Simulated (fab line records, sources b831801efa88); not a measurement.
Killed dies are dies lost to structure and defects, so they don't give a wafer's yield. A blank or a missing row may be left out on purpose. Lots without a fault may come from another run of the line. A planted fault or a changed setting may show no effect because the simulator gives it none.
Which tool did it? | flow sky130 | 13 lots, 39 wafers sampled, at 5 steps of a route of 708

WHAT THE GAUGES READ, wafer by wafer
SKY_VT_ADJUST_HVTP_CD_MEAS_07: target cd 380 nm. Usual: cd_nm 380.1 nm, standard deviation 2.5.
lot  | measured     | on        | cd_nm (nm)        | flag
L740 | day 6 00:02  | cd_sem-01 | 376.6 377.9 377.2 |
L741 | day 6 05:29  | cd_sem-02 | 383.2 380.3 381.0 |
L742 | day 6 10:50  | cd_sem-02 | 376.5 378.3 376.4 |
L744 | day 7 01:19  | cd_sem-02 | 381.5 382.3 382.6 |
L745 | day 7 04:13  | cd_sem-02 | 379.8 377.5 380.7 |
L746 | day 7 12:02  | cd_sem-01 | 379.6 379.8 379.4 |
L747 | day 7 20:23  | cd_sem-02 | 380.6 382.0 379.4 |
L755 | day 10 12:26 | cd_sem-02 | 377.1 377.7 378.5 |
L754 | day 10 13:53 | cd_sem-02 | 382.1 381.9 381.2 |
L757 | day 11 05:35 | cd_sem-02 | 381.1 380.5 381.9 |
L761 | day 12 02:04 | cd_sem-02 | 377.7 377.7 376.2 |
L760 | day 12 02:40 | cd_sem-02 | 378.3 382.3 380.2 |
L763 | day 12 19:29 | cd_sem-01 | 379.8 381.0 378.8 |

SKY_VT_ADJUST_HVTR_CD_MEAS_07: target cd 380 nm. Usual: cd_nm 379.8 nm, standard deviation 2.5.
lot  | measured     | on        | cd_nm (nm)        | flag
L740 | day 9 03:04  | cd_sem-01 | 376.3 379.0 378.3 |
L741 | day 9 08:54  | cd_sem-02 | 382.4 377.7 378.3 |
L742 | day 9 15:22  | cd_sem-01 | 384.2 386.4 383.8 |
L744 | day 10 09:26 | cd_sem-02 | 378.0 378.7 376.1 |
L745 | day 10 13:39 | cd_sem-02 | 381.2 380.0 379.2 |
L746 | day 10 22:20 | cd_sem-02 | 381.5 381.0 381.9 |
L747 | day 11 10:08 | cd_sem-01 | 380.1 380.1 379.3 |
L755 | day 14 15:58 | cd_sem-01 | 381.4 377.5 382.1 |
L754 | day 14 17:23 | cd_sem-01 | 377.4 378.0 377.7 |
L757 | day 15 11:11 | cd_sem-01 | 381.9 381.7 383.0 |
L761 | day 16 12:19 | cd_sem-02 | 374.5 376.4 376.0 |
L760 | day 16 13:50 | cd_sem-02 | 379.8 379.1 380.0 |
L763 | day 17 09:38 | cd_sem-01 | 384.2 382.3 381.1 |

SKY_SONOS_TUNNEL_CD_MEAS_07: target cd 410 nm. Usual: cd_nm 410.1 nm, standard deviation 2.1.
lot  | measured     | on        | cd_nm (nm)        | flag
L740 | day 10 22:04 | cd_sem-01 | 408.9 411.0 409.2 |
L741 | day 11 05:54 | cd_sem-01 | 407.2 408.7 407.3 |
L742 | day 11 13:10 | cd_sem-01 | 407.5 406.5 408.7 |
L744 | day 12 09:59 | cd_sem-02 | 409.6 413.2 412.9 |
L745 | day 12 12:39 | cd_sem-02 | 408.7 408.1 410.3 |
L746 | day 12 23:17 | cd_sem-01 | 412.4 413.0 413.3 |
L747 | day 13 11:50 | cd_sem-01 | 406.7 407.1 405.2 |
L755 | day 16 23:57 | cd_sem-01 | 412.2 412.0 412.1 |
L754 | day 17 01:25 | cd_sem-01 | 410.0 411.1 408.3 |
L757 | day 17 21:32 | cd_sem-01 | 410.8 410.4 412.1 |
L761 | day 18 23:14 | cd_sem-02 | 411.5 413.3 410.6 |
L760 | day 19 01:44 | cd_sem-02 | 406.8 408.6 405.4 |
L763 | day 19 21:59 | cd_sem-01 | 407.8 407.6 407.3 |

WHICH TOOL RAN EACH LOT (tool, then ch and the chambers of the sampled wafers, then the start)
lot  | SKY_VT_ADJUST_PCH_COAT_02         | SKY_VT_ADJUST_PCH_STRIP_09
L740 | litho_track-03 ch 0, day 9 13:37  | plasma_asher-03 ch 0,1, day 10 00:04
L741 | litho_track-01 ch 0, day 9 18:55  | plasma_asher-02 ch 0,1, day 10 06:32
L742 | litho_track-02 ch 0, day 10 02:43 | plasma_asher-03 ch 0,1, day 10 14:21
L744 | litho_track-01 ch 0, day 10 21:02 | plasma_asher-02 ch 0,1, day 11 09:55
L745 | litho_track-02 ch 0, day 11 00:36 | plasma_asher-03 ch 0,1, day 11 13:01
L746 | litho_track-01 ch 0, day 11 10:56 | plasma_asher-03 ch 0,1, day 11 23:02
L747 | litho_track-02 ch 0, day 11 21:52 | plasma_asher-03 ch 0,1, day 12 10:33
L755 | litho_track-03 ch 0, day 15 05:13 | plasma_asher-02 ch 0,1, day 15 19:28
L754 | litho_track-03 ch 0, day 15 06:32 | plasma_asher-04 ch 0,1, day 15 20:48
L757 | litho_track-01 ch 0, day 16 01:44 | plasma_asher-03 ch 0,1, day 16 16:25
L761 | litho_track-02 ch 0, day 17 02:37 | plasma_asher-02 ch 0,1, day 17 17:08
L760 | litho_track-02 ch 0, day 17 04:55 | plasma_asher-04 ch 0,1, day 17 19:28
L763 | litho_track-01 ch 0, day 17 23:50 | plasma_asher-03 ch 0,1, day 18 15:41
- SKY_VT_ADJUST_PCH_COAT_02: resist thk 3000 nm.
- SKY_VT_ADJUST_PCH_STRIP_09: strips in O2/N2.

WHAT THE TOOLS THEMSELVES READ (means of the sampled wafers that have a number; where no wafer has one, the mark that the record gives instead)
SKY_VT_ADJUST_PCH_COAT_02. Usual: exhaust_pa 45.1 Pa, standard deviation 0.87.
lot  | tool           | exhaust_pa (Pa) | flag
L740 | litho_track-03 | 44.9            |
L741 | litho_track-01 | 45.6            |
L742 | litho_track-02 | 45.4            |
L744 | litho_track-01 | 44.9            |
L745 | litho_track-02 | 45.6            |
L746 | litho_track-01 | 46.3            |
L747 | litho_track-02 | 44.2            |
L755 | litho_track-03 | 44.7            |
L754 | litho_track-03 | 46.1            |
L757 | litho_track-01 | 44.6            |
L761 | litho_track-02 | 44.5            |
L760 | litho_track-02 | 45.1            |
L763 | litho_track-01 | 46.2            |

SKY_VT_ADJUST_PCH_STRIP_09. Usual: drypump_motor_current_A 5.69 A, standard deviation 0.3; oes_product_au 0.722 a.u., standard deviation 0.0045; strip_time_to_endpoint_s 36.88 s, standard deviation 0.09.
lot  | tool            | drypump_motor_current_A (A) | oes_product_au (a.u.) | strip_time_to_endpoint_s (s) | flag
L740 | plasma_asher-03 | 5.32                        | 0.723                 | 36.76                        |
L741 | plasma_asher-02 | 6.01                        | 0.720                 | 36.78                        |
L742 | plasma_asher-03 | 5.44                        | 0.723                 | 36.80                        |
L744 | plasma_asher-02 | 6.04                        | 0.728                 | 36.96                        |
L745 | plasma_asher-03 | 5.45                        | 0.723                 | 36.89                        |
L746 | plasma_asher-03 | 5.46                        | 0.724                 | 36.95                        |
L747 | plasma_asher-03 | 5.33                        | 0.722                 | 36.83                        |
L755 | plasma_asher-02 | 6.04                        | 0.722                 | 37.66                        | OFF
L754 | plasma_asher-04 | 5.72                        | 0.723                 | 37.79                        | OFF
L757 | plasma_asher-03 | 5.34                        | 0.724                 | 36.98                        |
L761 | plasma_asher-02 | 6.00                        | 0.723                 | 36.86                        |
L760 | plasma_asher-04 | 5.74                        | 0.721                 | 36.85                        |
L763 | plasma_asher-03 | 5.34                        | 0.726                 | 36.96                        |

THE ANSWER, worked out from the rows above alone
Rule: a lot is off if the mean of its wafers that have a number lies more than 3 standard deviations from the usual mean. A lot without any number at a reading at which 4 lots or more have one is off too. The other lots that the step has rows for count as sound. The gauges are gone through in route order, then the tools' own readings, and for those a lot's mean is taken as printed above. The first step at which some lot is off is used, and at that step the reading that is off furthest; a lot without a number counts as furthest.
Off: L755, L754, at SKY_VT_ADJUST_PCH_STRIP_09 (strip_time_to_endpoint_s).
A tool fits if, at that step or a process step before it, it ran every lot that is off, and no sound lot after the first of them. One fits: litho_track-03 at SKY_VT_ADJUST_PCH_COAT_02. Its last sound lot is L740 (day 9 13:37), its first lot that is off L755 (day 15 05:13): a fault that began between those two fits.

WHAT THE SIMULATOR HAD PUT IN
Process parameter drift: litho_track-03, from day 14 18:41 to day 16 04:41, at SKY_VT_ADJUST_PCH_COAT_02. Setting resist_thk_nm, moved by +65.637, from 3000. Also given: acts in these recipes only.
Lots struck among those shown: L755, L754. The rule above found the same.
